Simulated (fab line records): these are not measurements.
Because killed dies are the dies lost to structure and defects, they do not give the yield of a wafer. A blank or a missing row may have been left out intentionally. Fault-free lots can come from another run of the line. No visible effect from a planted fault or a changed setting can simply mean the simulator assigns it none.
Matching of chambers + flow sky130 + 4 sister chambers for SKY_VIA1_CMP_02 on cmp-02
The step polishes SiO2. 4 wafers are shown with their chamber, then 8 later ones without.

== WAFERS, EACH WITH ITS CHAMBER ==
| wafer  | chamber | motor-current-A (A) |
|--------|---------|---------------------|
| L467.6 | 3       | 13.8                |
| L482.2 | 0       | 12.4                |
| L482.5 | 2       | 10.4                |
| L483.2 | 1       | 14.5                |

== WAFERS WHOSE CHAMBER IS MISSING ==
| wafer  | motor-current-A (A) |
|--------|---------------------|
| L483.4 | 10.5                |
| L483.6 | 12.1                |
| L484.2 | 13.5                |
| L484.4 | 11.9                |
| L484.5 | 14.3                |
| L485.1 | 10.4                |
| L485.2 | 14.2                |
| L485.4 | 12.2                |

== THE CHAMBER EACH PASSED THROUGH ==
| wafer  | from the rows above     | in truth                   |
|--------|-------------------------|----------------------------|
| L483.4 | 2                       | 2                          |
| L483.6 | 0                       | 0                          |
| L484.2 | 3                       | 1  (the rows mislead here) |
| L484.4 | 0                       | 0                          |
| L484.5 | can't be placed: 1 or 3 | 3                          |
| L485.1 | 2                       | 2                          |
| L485.2 | can't be placed: 1 or 3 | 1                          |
| L485.4 | 0                       | 0                          |
Correct placement for 5 of the 8. Cannot be placed on the basis of these rows: 2; the candidates contain the true chamber in 2. 1 placed wrongly.
How it was worked out, from the rows above alone: a wafer's distance from a chamber is the root of the sum, over the readings, of the square of ((its reading less the chamber's mean) divided by the reading's scatter). If the next closest chamber is less than 2 further off than the closest, the wafer can't be placed; otherwise it belongs to the closest. A chamber's mean is the mean of its shown wafers. The scatter (one wafer shown for each chamber): square how far every hidden wafer sits from the nearest shown wafer, average those squares and take the square root.
